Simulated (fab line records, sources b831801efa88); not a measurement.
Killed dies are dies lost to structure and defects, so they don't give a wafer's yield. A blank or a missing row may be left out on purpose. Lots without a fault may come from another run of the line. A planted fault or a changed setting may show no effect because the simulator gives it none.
Tool commonality check | flow gf180mcu | 12 lots, 36 wafers sampled

WHY IT WAS OPENED
At GF_POLY_GATE_THK_MEAS_01 the reading POLY_GATE_CVD_00_THK is flagged on 2 of 12 lots. Wafers without a fault read 199.8 nm, standard deviation 1.5.
Rule: a lot is flagged when every wafer of it that has a number lies more than 4 standard deviations from that mean, or none has a number. The other lots count as sound.

lot  | measured     | on            | POLY_GATE_CVD_00_THK (nm), wafer by wafer | flag
L699 | day 10 03:23 | film_metro-01 | 199.6 197.7 198.4                         |
L698 | day 10 03:25 | film_metro-03 | 199.5 200.4 201.0                         |
L700 | day 10 15:25 | film_metro-02 | 199.1 200.5 200.5                         |
L702 | day 10 23:53 | film_metro-02 | 196.6 197.1 196.8                         |
L703 | day 11 02:35 | film_metro-02 | 198.1 198.3 197.4                         |
L704 | day 11 08:50 | film_metro-03 | 198.1 200.3 201.1                         |
L705 | day 11 19:52 | film_metro-01 | 200.0 199.7 200.6                         |
L710 | day 13 03:14 | film_metro-03 | 200.2 202.2 200.6                         |
L712 | day 13 21:55 | film_metro-02 | 179.9 182.2 180.2                         | FLAGGED
L713 | day 14 05:45 | film_metro-01 | 177.6 177.5 177.3                         | FLAGGED
L715 | day 14 17:50 | film_metro-01 | 199.6 197.8 197.6                         |
L714 | day 14 17:50 | film_metro-03 | 199.8 199.3 199.9                         |
The numbers of the flagged lots are 179.1 nm on average: -20.7 nm against the usual, or -14 standard deviations.

WHICH TOOL RAN EACH LOT
The record holds 2 process steps before the reading, out of a route of 602 steps. In each cell: the tool, then ch and the chambers that the sampled wafers went through, then the start.
lot  | flag    | GF_VT_IMPLANT_RTA_45             | GF_POLY_GATE_CVD_00
L699 |         | rtp_anneal-01 ch 0, day 9 03:22  | lpcvd-02 ch 0, day 10 02:02
L698 |         | rtp_anneal-02 ch 0, day 9 05:14  | lpcvd-02 ch 0, day 10 02:02
L700 |         | rtp_anneal-01 ch 0, day 9 14:58  | lpcvd-01 ch 0, day 10 14:04
L702 |         | rtp_anneal-02 ch 0, day 10 00:42 | lpcvd-01 ch 1, day 10 22:34
L703 |         | rtp_anneal-01 ch 0, day 10 02:32 | lpcvd-01 ch 1, day 11 01:15
L704 |         | rtp_anneal-02 ch 0, day 10 10:18 | lpcvd-01 ch 0, day 11 07:31
L705 |         | rtp_anneal-01 ch 0, day 10 18:24 | lpcvd-02 ch 0, day 11 18:32
L710 |         | rtp_anneal-02 ch 0, day 12 02:32 | lpcvd-02 ch 1, day 13 01:54
L712 | FLAGGED | rtp_anneal-02 ch 0, day 12 18:59 | lpcvd-02 ch 1, day 13 20:35
L713 | FLAGGED | rtp_anneal-01 ch 0, day 13 01:47 | lpcvd-02 ch 0, day 14 04:25
L715 |         | rtp_anneal-01 ch 0, day 13 15:25 | lpcvd-01 ch 0, day 14 16:29
L714 |         | rtp_anneal-02 ch 0, day 13 09:27 | lpcvd-01 ch 0, day 14 16:29
What these steps do:
- GF_VT_IMPLANT_RTA_45: time 30 s.
- GF_POLY_GATE_CVD_00: deposits poly-Si, target thk 200 nm, time 1200 s.
- GF_POLY_GATE_THK_MEAS_01

FLAGGED OVER TOTAL, TOOL BY TOOL (the gauges that took the reading come last)
step                     | tool          | lots run | flagged | share of the flagged lots | sound lots run after its first flagged lot
GF_VT_IMPLANT_RTA_45     | rtp_anneal-01 | 6        | 1       | some                      | 1 (L715)
GF_VT_IMPLANT_RTA_45     | rtp_anneal-02 | 6        | 1       | some                      | 1 (L714)
GF_POLY_GATE_CVD_00      | lpcvd-01      | 6        | 0       | none                      | -
GF_POLY_GATE_CVD_00      | lpcvd-02      | 6        | 2       | all                       | 0
GF_POLY_GATE_THK_MEAS_01 | film_metro-01 | 4        | 1       | some                      | 1 (L715)
GF_POLY_GATE_THK_MEAS_01 | film_metro-02 | 4        | 1       | some                      | 0
GF_POLY_GATE_THK_MEAS_01 | film_metro-03 | 4        | 0       | none                      | -

WHAT THE TABLE ALLOWS
1 row of the table ran every flagged lot: lpcvd-02 at GF_POLY_GATE_CVD_00.
- lpcvd-02 at GF_POLY_GATE_CVD_00: 2 of its 6 lots flagged. Its last sound lot is L710 (day 13 01:54), its first flagged lot L712 (day 13 20:35): a fault that began between those two fits. Its own readings lie more than 4 standard deviations out on every wafer of the flagged lots: susceptor_temp_C.
One tool is left: lpcvd-02 at GF_POLY_GATE_CVD_00.

WHAT THE SIMULATOR HAD PUT IN
Process parameter drift: lpcvd-02, from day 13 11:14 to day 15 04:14, at GF_POLY_GATE_CVD_00. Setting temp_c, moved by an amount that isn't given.
Lots struck among those shown: L712, L713. The rule above found the same.
